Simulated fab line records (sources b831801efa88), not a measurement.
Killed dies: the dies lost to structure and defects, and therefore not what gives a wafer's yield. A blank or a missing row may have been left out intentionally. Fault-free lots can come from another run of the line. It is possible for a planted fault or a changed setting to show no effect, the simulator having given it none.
fab line records ; flow sky130
record: lots: 13; wafers: 39; lastDay: 50
route steps=708 shown FIELD_ISO@28 METAL5@663 PASSIVATION@682 PAD_OPEN@708
lots with no fault: from the same line, run without faults
startH: start of the lot's first displayed wafer, in hours after the record's first day ; waitH: hours elapsed since this lot's preceding step ; " unchanged from the row above ; L1.1+2: one row covering several wafers at once ; - value missing, or start not given ; * or withheld: withheld ; < > ~ a bound
route shown NAME@n: a module of which the file shows steps, and the number in the route of the first ; usual: mean and standard deviation over wafers with no fault ; same: alike in all rows ; chamber/n: place in a boat ; sites: per-site readings ; _std_site: standard deviation across them ; _edge_site: inner sites' mean taken away from outer sites' mean ; radiusMm: for every site, how far away it sits from the centre of the wafer ; mask NAME#n: copy n ; behind: the tool/chamber that last shaped the wafer ; hold: what put the lot on hold/how long, in hours/how the hold closed ; device: transistor that didn't switch, given as n, p or np ; end of line: tests of these same wafers at the route's end ; step lacking rows: just its recipe ; killed: dies lost to structure and defects at the first sort, not the wafer's yield ; map: the dies of a wafer, with x for killed, . for not killed, _ for no die there
set.NAME: the setting the step ran with; set.NAME@STEP: the setting that earlier step ran with ; model.NAME: the simulator's own value behind a step, which no gauge read
route steps across a sampled set of lots; one table per step, one row per wafer
services: a tool's chamber out of use, with start hour (startH, from the record's first day; less than 0 if before it), hours out, and reason
== steps ==
step: SKY_FIELD_ISO_CMP_27
recipe: stopOn: Si3N4; tOverpolishS: 16; downForcePsi: 4; platenRpm: 60; targetThkNm: 457.8; padVelocityMS: 0.94248
usual: edgeZonePressureFrac: 1.000/0.0052; motorCurrentA: 12.2/1.2; overpolishRunS: 15.999/0.0093; timeToEndpointS: 108/4.7
lot.wafer;tool;chamber;startH;waitH;edgeZonePressureFrac;motorCurrentA;overpolishRunS;timeToEndpointS
L706.2;cmp-01;1;36.70;0.0;0.994;11.7;15.982;109
L706.4;cmp-01;2;36.70;0.0;1.009;12.6;15.989;114
L706.5;cmp-01;2;36.70;0.0;1.003;12.8;15.996;114
L707.2;cmp-01;3;38.35;0.1;0.993;14.8;16.000;101
L707.6;cmp-01;0;38.35;0.1;1.005;11.0;16.004;110
L707.5;cmp-01;1;38.35;0.1;0.999;12.6;16.000;106
L708.1;cmp-01;0;44.07;0.0;1.003;10.9;16.008;113
L708.4;cmp-01;3;44.07;0.0;1.007;14.0;16.001;102
L708.5;cmp-01;0;44.07;0.0;0.996;11.1;16.017;115
L709.3;cmp-02;0;48.81;0.3;1.006;10.7;15.996;104
L709.2;cmp-02;1;48.81;0.3;1.002;12.7;15.992;115
L709.6;cmp-02;3;48.81;0.3;0.998;11.9;16.000;112
L710.2;cmp-02;1;55.00;0.0;0.996;12.5;15.980;114
L710.1;cmp-02;2;55.00;0.0;1.004;12.9;16.010;115
L710.6;cmp-02;2;55.00;0.0;1.004;13.4;15.990;115
L712.1;cmp-02;2;66.05;0.0;1.008;12.8;15.996;117
L712.2;cmp-02;1;66.05;0.0;1.004;13.3;16.007;111
L712.5;cmp-02;3;66.05;0.0;0.998;11.5;16.005;109
L718.2;cmp-02;2;95.75;0.1;1.003;13.2;15.996;106
L718.3;cmp-02;0;95.75;0.1;1.004;11.1;15.997;97
L718.5;cmp-02;1;95.75;0.1;1.004;12.4;16.010;107
L719.2;cmp-01;1;101.06;0.1;0.998;12.3;16.006;108
L719.6;cmp-01;0;101.06;0.1;0.995;10.6;15.992;113
L719.5;cmp-01;1;101.06;0.1;0.993;11.9;15.985;108
L721.1;cmp-01;1;110.75;0.0;0.993;12.0;16.001;107
L721.2;cmp-01;2;110.75;0.0;0.999;13.3;16.007;110
L721.5;cmp-01;1;110.75;0.0;0.999;12.1;16.004;106
L722.4;cmp-01;1;114.47;0.1;0.996;11.4;15.999;105
L722.6;cmp-01;0;114.47;0.1;1.005;10.8;16.008;109
L722.5;cmp-01;1;114.47;0.1;0.995;12.1;16.022;106
L724.1;cmp-01;0;124.87;0.1;1.000;10.5;15.984;111
L724.5;cmp-01;3;124.87;0.1;1.008;13.8;16.006;100
L724.6;cmp-01;0;124.87;0.1;0.996;10.6;15.995;108
L727.2;cmp-01;3;143.79;0.0;1.002;14.0;16.006;101
L727.3;cmp-01;2;143.79;0.0;1.008;12.4;15.979;111
L727.6;cmp-01;0;143.79;0.0;1.003;10.7;15.998;112
L729.1;cmp-01;3;155.36;0.0;0.997;14.1;15.982;105
L729.3;cmp-01;0;155.36;0.0;1.004;10.8;15.997;113
L729.4;cmp-01;1;155.36;0.0;0.993;11.9;16.005;107
step: SKY_METAL5_SPUTTER_02
recipe: material: AlCu; targetThkNm: 1150; powerW: 10600; timeS: 61.2; chamberPressurePa: 0.4
usual: throttleValvePct: 29.6/0.89
same: timeS: 61.2
lot.wafer;tool;chamber;startH;waitH;throttleValvePct
L706.2;pvdSputter-01;-;1014.73;0.0;29.3
L706.4;pvdSputter-01;-;1014.73;0.0;30.9
L706.5;pvdSputter-01;-;1014.73;0.0;31.1
L707.2;pvdSputter-03;-;1016.12;0.0;30.7
L707.5;pvdSputter-03;-;1016.12;0.0;30.9
L707.6;pvdSputter-03;-;1016.12;0.0;29.2
L708.1;pvdSputter-03;-;1026.42;0.0;28.8
L708.4;pvdSputter-03;-;1026.42;0.0;29.3
L708.5;pvdSputter-03;-;1026.42;0.0;30.5
L709.2;pvdSputter-02;-;1030.02;0.0;28.5
L709.3;pvdSputter-02;-;1030.02;0.0;29.3
L709.6;pvdSputter-02;-;1030.02;0.0;29.2
L710.1;pvdSputter-03;-;1035.81;0.0;28.4
L710.2;pvdSputter-03;-;1035.81;0.0;29.1
L710.6;pvdSputter-03;-;1035.81;0.0;28.5
L712.1;pvdSputter-01;-;1059.17;0.0;31.1
L712.2;pvdSputter-01;-;1059.17;0.0;31.0
L712.5;pvdSputter-01;-;1059.17;0.0;29.5
L718.2;pvdSputter-02;-;1089.48;0.0;28.8
L718.3;pvdSputter-02;-;1089.48;0.0;30.1
L718.5;pvdSputter-02;-;1089.48;0.0;29.7
L719.2;pvdSputter-03;-;1094.87;0.0;28.9
L719.5;pvdSputter-03;-;1094.87;0.0;28.1
L719.6;pvdSputter-03;-;1094.87;0.0;29.1
L721.1;pvdSputter-01;-;1106.47;0.0;30.9
L721.2;pvdSputter-01;-;1106.47;0.0;29.0
L721.5;pvdSputter-01;-;1106.47;0.0;29.2
L722.4;pvdSputter-03;-;1106.77;0.0;29.1
L722.5;pvdSputter-03;-;1106.77;0.0;28.4
L722.6;pvdSputter-03;-;1106.77;0.0;28.7
L724.1;pvdSputter-02;-;1125.30;0.0;29.5
L724.5;pvdSputter-02;-;1125.30;0.0;29.8
L724.6;pvdSputter-02;-;1125.30;0.0;29.8
L727.2;pvdSputter-03;-;1144.82;0.0;29.2
L727.3;pvdSputter-03;-;1144.82;0.0;30.8
L727.6;pvdSputter-03;-;1144.82;0.0;30.9
L729.1;pvdSputter-02;-;1150.65;0.0;29.9
L729.3;pvdSputter-02;-;1150.65;0.0;30.0
L729.4;pvdSputter-02;-;1150.65;0.0;28.8
step: SKY_METAL5_RS_MEAS_05
recipe: thkMeasGauge: four-point-probe; reads: TiN_of_METAL5_SPUTTER_04+Ti_of_METAL5_SPUTTER_03+AlCu_of_METAL5_SPUTTER_02+TiN_of_METAL5_SPUTTER_01+Ti_of_METAL5_SPUTTER_00
usual: METAL5_ALCU_RS: 0.0271/0.00037
lot.wafer;tool;chamber;startH;waitH;METAL5_ALCU_RS[ohm/sq]
L706.2;filmMetro-01;-;1014.87;0.0;0.0276
L706.4;filmMetro-01;-;1014.87;0.0;0.0276
L706.5;filmMetro-01;-;1014.87;0.0;0.0270
L707.2;filmMetro-01;-;1016.26;0.0;0.0272
L707.5;filmMetro-01;-;1016.26;0.0;0.0271
L707.6;filmMetro-01;-;1016.26;0.0;0.0270
L708.1;filmMetro-01;-;1026.54;0.0;0.0274
L708.4;filmMetro-01;-;1026.54;0.0;0.0274
L708.5;filmMetro-01;-;1026.54;0.0;0.0277
L709.2;filmMetro-01;-;1030.15;0.0;0.0269
L709.3;filmMetro-01;-;1030.15;0.0;0.0271
L709.6;filmMetro-01;-;1030.15;0.0;0.0273
L710.1;filmMetro-03;-;1035.93;0.0;0.0266
L710.2;filmMetro-03;-;1035.93;0.0;0.0267
L710.6;filmMetro-03;-;1035.93;0.0;0.0267
L712.1;filmMetro-03;-;1059.29;0.0;0.0264
L712.2;filmMetro-03;-;1059.29;0.0;0.0270
L712.5;filmMetro-03;-;1059.29;0.0;0.0269
L718.2;filmMetro-04;-;1089.62;0.0;0.0269
L718.3;filmMetro-04;-;1089.62;0.0;0.0269
L718.5;filmMetro-04;-;1089.62;0.0;0.0268
L719.2;filmMetro-04;-;1095.01;0.0;0.0270
L719.5;filmMetro-04;-;1095.01;0.0;0.0273
L719.6;filmMetro-04;-;1095.01;0.0;0.0273
L721.1;filmMetro-03;-;1106.59;0.0;0.0266
L721.2;filmMetro-03;-;1106.59;0.0;0.0273
L721.5;filmMetro-03;-;1106.59;0.0;0.0274
L722.4;filmMetro-01;-;1106.95;0.1;0.0274
L722.5;filmMetro-01;-;1106.95;0.1;0.0277
L722.6;filmMetro-01;-;1106.95;0.1;0.0273
L724.1;filmMetro-04;-;1125.42;0.0;0.0273
L724.5;filmMetro-04;-;1125.42;0.0;0.0267
L724.6;filmMetro-04;-;1125.42;0.0;0.0270
L727.2;filmMetro-04;-;1144.96;0.0;0.0273
L727.3;filmMetro-04;-;1144.96;0.0;0.0271
L727.6;filmMetro-04;-;1144.96;0.0;0.0271
L729.1;filmMetro-01;-;1150.77;0.0;0.0266
L729.3;filmMetro-01;-;1150.77;0.0;0.0272
L729.4;filmMetro-01;-;1150.77;0.0;0.0271
step: SKY_PASSIVATION_THK_MEAS_01
recipe: reads: SiO2_of_PASSIVATION_CVD_00
usual: PASSIVATION_CVD_00_THK: 90.3/1.6
lot.wafer;tool;chamber;startH;waitH;PASSIVATION_CVD_00_THK[nm]
L706.2;filmMetro-04;-;1038.67;-;88.7
L706.4;filmMetro-04;-;1038.67;-;91.4
L706.5;filmMetro-04;-;1038.67;-;91.5
L707.2;filmMetro-01;-;1039.36;-;89.6
L707.5;filmMetro-01;-;1039.36;-;90.4
L707.6;filmMetro-01;-;1039.36;-;92.3
L708.1;filmMetro-04;-;1050.08;-;88.2
L708.4;filmMetro-04;-;1050.08;-;90.3
L708.5;filmMetro-04;-;1050.08;-;90.4
L709.2;filmMetro-01;-;1052.89;-;90.5
L709.3;filmMetro-01;-;1052.89;-;88.7
L709.6;filmMetro-01;-;1052.89;-;89.9
L710.1;filmMetro-04;-;1059.01;-;91.8
L710.2;filmMetro-04;-;1059.01;-;88.7
L710.6;filmMetro-04;-;1059.01;-;92.6
L712.1;filmMetro-02;-;1082.78;-;87.0
L712.2;filmMetro-02;-;1082.78;-;88.9
L712.5;filmMetro-02;-;1082.78;-;89.4
L718.2;filmMetro-01;-;1110.74;-;88.7
L718.3;filmMetro-01;-;1110.74;-;91.0
L718.5;filmMetro-01;-;1110.74;-;92.3
L719.2;filmMetro-01;-;1115.59;-;91.7
L719.5;filmMetro-01;-;1115.59;-;93.3
L719.6;filmMetro-01;-;1115.59;-;91.1
L721.1;filmMetro-04;-;1127.53;-;91.8
L721.2;filmMetro-04;-;1127.53;-;90.8
L721.5;filmMetro-04;-;1127.53;-;91.6
L722.4;filmMetro-01;-;1127.71;-;87.9
L722.5;filmMetro-01;-;1127.71;-;89.5
L722.6;filmMetro-01;-;1127.71;-;88.9
L724.1;filmMetro-01;-;1144.82;-;89.2
L724.5;filmMetro-01;-;1144.82;-;91.6
L724.6;filmMetro-01;-;1144.82;-;92.4
L727.2;filmMetro-04;-;1163.69;-;89.1
L727.3;filmMetro-04;-;1163.69;-;89.5
L727.6;filmMetro-04;-;1163.69;-;90.8
L729.1;filmMetro-01;-;1168.64;-;90.2
L729.3;filmMetro-01;-;1168.64;-;90.6
L729.4;filmMetro-01;-;1168.64;-;92.1
step: SKY_PAD_OPEN_PROBE_99
usual: killed_at_M0_to_M3: 42/6.7; killed_at_M4_up: 3.3/2.1; killedAtContacts: 24/5.1; killedAtFrontEnd: 15/4.6; killedAtOther: 0.3/0.58; killedDies: 85/9.9; killedOnRim: 17/3.7; killedOpen: 46/6.9; killedShort: 38/7
same: grossDies: 492; killedAtBackSide: 0
lot.wafer;tool;chamber;startH;waitH;killed_at_M0_to_M3;killed_at_M4_up;killedAtContacts;killedAtFrontEnd;killedAtOther;killedDies;killedOnRim;killedOpen;killedShort
L712.1;prober-01;-;1125.85;0.1;37;5;30;21;0;93;20;56;37
L712.2;prober-01;-;1125.90;0.1;49;0;28;17;0;94;13;50;42
L712.5;prober-01;-;1126.05;0.2;47;8;19;21;0;95;21;47;47
L718.2;prober-01;-;1152.72;0.1;29;0;22;183;0;234;48;33;23
L718.3;prober-01;-;1152.77;0.2;58;4;21;11;1;95;22;53;41
L718.5;prober-01;-;1152.87;0.2;33;3;20;10;2;68;14;32;36
L719.2;prober-02;-;1156.27;0.1;67;5;26;12;0;110;17;54;55
L719.6;prober-02;-;1156.47;0.2;59;6;26;14;0;105;24;48;57
L721.1;prober-02;-;1166.97;0.1;44;1;24;9;0;78;14;44;32
L721.2;prober-02;-;1167.02;0.1;35;4;18;10;1;68;14;44;20
L721.5;prober-02;-;1167.17;0.2;39;2;15;10;1;67;10;36;30
L722.4;prober-01;-;1167.47;0.2;39;3;25;16;1;84;14;44;40
L722.5;prober-01;-;1167.52;0.2;43;3;28;23;0;97;18;55;41
L722.6;prober-01;-;1167.57;0.2;35;2;24;19;0;80;11;45;35
L727.2;prober-02;-;1199.52;0.1;44;5;24;18;1;92;21;54;38
L727.3;prober-02;-;1199.57;0.2;27;0;22;9;2;60;11;35;25
L727.6;prober-02;-;1199.72;0.2;51;2;38;12;0;103;21;58;45
killed by level:class
L712.1 CONTACT:geometricParticle:open=12 VIA1:geometricParticle:open=11 FIELD_ISO:geometricParticle:open=9 LI_CONTACT:geometricParticle:open=8 POLY_GATE:geometricParticle:short=6 METAL2:geometricParticle:short=6 VIA3:geometricParticle:open=6 VIA2:geometricParticle:open=5
L712.2 CONTACT:geometricParticle:open=11 VIA2:geometricParticle:open=11 FIELD_ISO:geometricParticle:open=7 VIA1:geometricParticle:open=7 VIA1:geometricParticle:short=7 VIA3:geometricParticle:open=6 LOCAL_INTERCONNECT:geometricParticle:short=5 POLY_GATE:geometricParticle:short=4
L712.5 VIA3:geometricParticle:open=9 VIA1:geometricParticle:open=8 POLY_GATE:geometricParticle:open=8 METAL1:geometricParticle:short=7 FIELD_ISO:geometricParticle:open=6 FIELD_ISO:geometricParticle:short=5 METAL4:geometricParticle:short=5 LOCAL_INTERCONNECT:geometricParticle:short=5
L718.2 FIELD_ISO:unspecified=177 CONTACT:geometricParticle:open=9 LI_CONTACT:geometricParticle:open=7 METAL1:geometricParticle:short=6 VIA1:geometricParticle:open=6 METAL2:geometricParticle:short=4 VIA2:geometricParticle:open=4 VIA1:geometricParticle:short=3
L718.3 VIA1:geometricParticle:open=15 CONTACT:geometricParticle:open=10 VIA2:geometricParticle:open=9 VIA2:geometricParticle:short=8 VIA3:geometricParticle:open=7 METAL2:geometricParticle:short=6 CONTACT:geometricParticle:short=5 POLY_GATE:geometricParticle:short=4
L718.5 CONTACT:geometricParticle:open=6 VIA3:geometricParticle:open=6 LI_CONTACT:geometricParticle:open=5 METAL1:geometricParticle:short=5 VIA2:geometricParticle:open=5 LI_CONTACT:geometricParticle:short=4 METAL2:geometricParticle:short=4 POLY_GATE:geometricParticle:open=3
L719.2 VIA1:geometricParticle:open=15 VIA1:geometricParticle:short=9 CONTACT:geometricParticle:short=8 CONTACT:geometricParticle:open=7 METAL1:geometricParticle:short=7 VIA2:geometricParticle:open=7 METAL2:geometricParticle:short=7 VIA3:geometricParticle:short=6
L719.6 VIA1:geometricParticle:open=13 METAL2:geometricParticle:short=9 CONTACT:geometricParticle:open=8 METAL1:geometricParticle:short=8 VIA1:geometricParticle:short=8 VIA2:geometricParticle:open=7 FIELD_ISO:geometricParticle:short=6 CONTACT:geometricParticle:short=6
L721.1 VIA1:geometricParticle:open=10 LI_CONTACT:geometricParticle:open=9 CONTACT:geometricParticle:open=7 VIA3:geometricParticle:open=6 METAL1:geometricParticle:short=5 METAL2:geometricParticle:short=5 VIA2:geometricParticle:open=5 LOCAL_INTERCONNECT:geometricParticle:short=3
L721.2 LI_CONTACT:geometricParticle:open=9 VIA3:geometricParticle:open=8 VIA1:geometricParticle:open=7 VIA2:geometricParticle:open=6 FIELD_ISO:geometricParticle:open=4 CONTACT:geometricParticle:open=4 LOCAL_INTERCONNECT:geometricParticle:short=3 METAL1:geometricParticle:short=3
L721.5 LI_CONTACT:geometricParticle:open=9 METAL2:geometricParticle:short=9 VIA1:geometricParticle:open=6 VIA1:geometricParticle:short=6 VIA2:geometricParticle:open=5 POLY_GATE:geometricParticle:open=4 VIA3:geometricParticle:open=4 CONTACT:geometricParticle:open=3
L722.4 VIA1:geometricParticle:open=13 CONTACT:geometricParticle:open=10 LI_CONTACT:geometricParticle:open=7 METAL1:geometricParticle:short=6 POLY_GATE:geometricParticle:short=5 VIA2:geometricParticle:open=5 FIELD_ISO:geometricParticle:short=4 VIA3:geometricParticle:open=4
L722.5 VIA1:geometricParticle:open=15 FIELD_ISO:geometricParticle:open=9 LI_CONTACT:geometricParticle:open=8 CONTACT:geometricParticle:short=8 FIELD_ISO:geometricParticle:short=7 VIA2:geometricParticle:open=7 CONTACT:geometricParticle:open=6 LOCAL_INTERCONNECT:geometricParticle:short=4
L722.6 CONTACT:geometricParticle:open=10 VIA1:geometricParticle:open=10 LI_CONTACT:geometricParticle:open=7 FIELD_ISO:geometricParticle:short=6 VIA3:geometricParticle:short=6 VIA1:geometricParticle:short=5 METAL1:geometricParticle:short=5 POLY_GATE:geometricParticle:open=4
L727.2 CONTACT:geometricParticle:open=11 VIA1:geometricParticle:open=9 VIA3:geometricParticle:open=8 LI_CONTACT:geometricParticle:open=7 POLY_GATE:geometricParticle:open=5 CONTACT:geometricParticle:short=5 VIA1:geometricParticle:short=5 VIA2:geometricParticle:open=5
L727.3 VIA1:geometricParticle:open=8 CONTACT:geometricParticle:open=7 LI_CONTACT:geometricParticle:open=6 VIA3:geometricParticle:open=5 LOCAL_INTERCONNECT:geometricParticle:short=4 CONTACT:geometricParticle:short=4 VIA2:geometricParticle:open=4 FIELD_ISO:geometricParticle:short=3
L727.6 CONTACT:geometricParticle:open=13 VIA1:geometricParticle:open=11 LI_CONTACT:geometricParticle:open=9 CONTACT:geometricParticle:short=9 VIA3:geometricParticle:open=7 METAL1:geometricParticle:short=7 METAL2:geometricParticle:short=6 VIA2:geometricParticle:open=6
== services ==
tool;chamber;startH;hours;kind
cmp-01;-;47.11;5.7;pm
cmp-01;-;59.37;19.1;pm
cmp-01;-;78.44;4.0;pm
cmp-01;-;121.04;0.3;repair
cmp-01;-;176.69;1.0;repair
cmp-01;-;261.49;1.4;repair
cmp-01;-;268.29;1.5;repair
cmp-01;-;385.22;1.5;repair
cmp-01;-;394.85;0.3;repair
cmp-01;-;402.66;8.6;repair
cmp-01;-;411.24;7.0;pm
cmp-01;-;418.44;4.0;pm
cmp-01;-;424.92;8.5;pm
cmp-01;-;426.66;1.1;repair
cmp-01;-;494.27;2.1;repair
cmp-01;-;544.45;3.4;repair
cmp-01;-;568.74;0.9;repair
cmp-01;-;732.08;2.6;repair
cmp-01;-;758.44;4.0;pm
cmp-01;-;777.44;1.5;repair
cmp-01;-;785.11;4.8;pm
cmp-01;-;802.56;2.7;repair
cmp-01;-;916.53;4.3;repair
cmp-01;-;956.73;0.9;repair
== key ==
firstSign: step: SKY_PAD_OPEN_PROBE_99; reading: killedAtFrontEnd; direction: up; sigmas: 37; usual: 15; struck: 183
effect: step: SKY_PAD_OPEN_PROBE_99; reading: killedDies; direction: up; sigmas: 15; usual: 85; struck: 234
metAt SKY_FIELD_ISO_CMP_27
struckLots L718
struckWafers L718.2
testerLeftOut L718
notActingAt SKY_METAL5_SPUTTER_02,SKY_METAL5_RS_MEAS_05,SKY_PASSIVATION_THK_MEAS_01
onsetBetween 66.05 95.75
fault: kind: chamberParticleSource; tool: cmp-02; chamber: 2; onsetH: 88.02; steps: SKY_FIELD_ISO_CMP_27; ratePerVisitCm2: 0.89082; endH: 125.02
testerLeftOut: of these lots the tester's yield and bins aren't shown, on N5 and GAA mostly nor the transistor test; their killed dies are dies lost to structure and defects alone, not to doping, threshold or leakage, so they don't give the yield
